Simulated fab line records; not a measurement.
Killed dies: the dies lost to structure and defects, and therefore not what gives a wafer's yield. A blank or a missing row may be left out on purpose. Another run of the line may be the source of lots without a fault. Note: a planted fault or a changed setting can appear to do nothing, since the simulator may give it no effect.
Which tool is to blame? -- flow sky130 -- Sampling: 12 lots, 35 wafers, 2 of 708 route steps

== WHAT THE GAUGES READ, wafer by wafer ==
SKY_VIA2_BOW_MEAS_03. Usual: VIA2_BOW typically reads 82 um, with standard deviation 7.7.
lot,measured,on,VIA2_BOW (um),flag
L172,day 34 22:38,film_metro-01,89 88 75,
L173,day 35 10:29,film_metro-01,84 77 79,
L174,day 35 19:37,film_metro-04,77 78 70,
L176,day 36 17:16,film_metro-01,100 96 88,
L183,day 38 16:01,film_metro-01,73 85,
L185,day 39 12:17,film_metro-01,88 94 82,
L186,day 39 16:05,film_metro-04,94 81 78,
L188,day 40 04:29,film_metro-04,85 96 78,
L191,day 40 19:50,film_metro-01,79 83 76,
L192,day 41 01:54,film_metro-01,90 60 78,
L193,day 41 10:49,film_metro-01,93 97 90,
L195,day 42 01:59,film_metro-02,99 84 83,

== WHAT TOOL EACH LOT RAN ON (gives the tool, then ch and the chambers of the sampled wafers, and finally the start) ==
lot,SKY_VIA1_ETCH_14
L172,"rie_diel-03 ch 0,1, day 33 17:16"
L173,"rie_diel-03 ch 1,2, day 34 04:17"
L174,"rie_diel-02 ch 0,2,3, day 34 14:04"
L176,"rie_diel-03 ch 0,1,2, day 35 11:29"
L183,"rie_diel-03 ch 1,3, day 37 11:01"
L185,"rie_diel-01 ch 0,1,3, day 38 07:52"
L186,"rie_diel-02 ch 1,2,3, day 38 12:25"
L188,"rie_diel-03 ch 0,1,2, day 38 23:26"
L191,"rie_diel-03 ch 2,3, day 39 16:50"
L192,"rie_diel-03 ch 0,2,3, day 39 22:34"
L193,"rie_diel-03 ch 0,2,3, day 40 07:49"
L195,"rie_diel-02 ch 0,2, day 40 23:25"
- SKY_VIA1_ETCH_14: etches BARC in N2/H2, stops on SiO2, time 45.9 s, target depth 60 nm.

== AS READ BY THE TOOLS THEMSELVES (means over the sampled wafers that have a number; for cases with no such wafer, the mark the record gives instead) ==
SKY_VIA1_ETCH_14. Usual: drypump_motor_current_A 5.7 A, standard deviation 0.52; h2_flow_sccm 200.0 sccm, standard deviation 0.63; oes_product_au 0.855 a.u., standard deviation 0.0046; throttle_valve_pct 13.224 %, standard deviation 0.01.
lot,tool,drypump_motor_current_A (A),h2_flow_sccm (sccm),oes_product_au (a.u.),throttle_valve_pct (%),flag
L172,rie_diel-03,5.8,199.6,0.856,13.217,
L173,rie_diel-03,5.8,200.1,0.856,13.224,
L174,rie_diel-02,5.6,199.8,0.854,13.224,
L176,rie_diel-03,5.6,199.9,0.854,13.231,
L183,rie_diel-03,6.2,199.8,0.855,13.213,
L185,rie_diel-01,5.9,200.5,0.850,13.231,
L186,rie_diel-02,5.5,199.3,0.860,13.226,
L188,rie_diel-03,5.6,200.0,0.847,13.230,
L191,rie_diel-03,5.2,200.1,0.855,13.223,
L192,rie_diel-03,5.5,200.5,0.852,13.221,
L193,rie_diel-03,5.5,200.4,0.860,13.220,
L195,rie_diel-02,5.9,200.1,0.856,13.231,

== THE ANSWER, worked out from the rows above alone ==
Rule: a lot is off if the mean of its wafers that have a number lies more than 3 standard deviations from the usual mean. Also off: a lot with no number at a reading for which 4 or more lots have one. The other lots that the step has rows for count as sound. First the gauges in route order, then the tools' own readings, where a lot's mean is used as printed above. At the first step where some lot is off, the reading lying furthest off is the one used; lots without a number count as furthest.
Across all readings shown, no lot is off: no conclusion can be drawn from this.

== WHAT WAS PUT IN BY THE SIMULATOR ==
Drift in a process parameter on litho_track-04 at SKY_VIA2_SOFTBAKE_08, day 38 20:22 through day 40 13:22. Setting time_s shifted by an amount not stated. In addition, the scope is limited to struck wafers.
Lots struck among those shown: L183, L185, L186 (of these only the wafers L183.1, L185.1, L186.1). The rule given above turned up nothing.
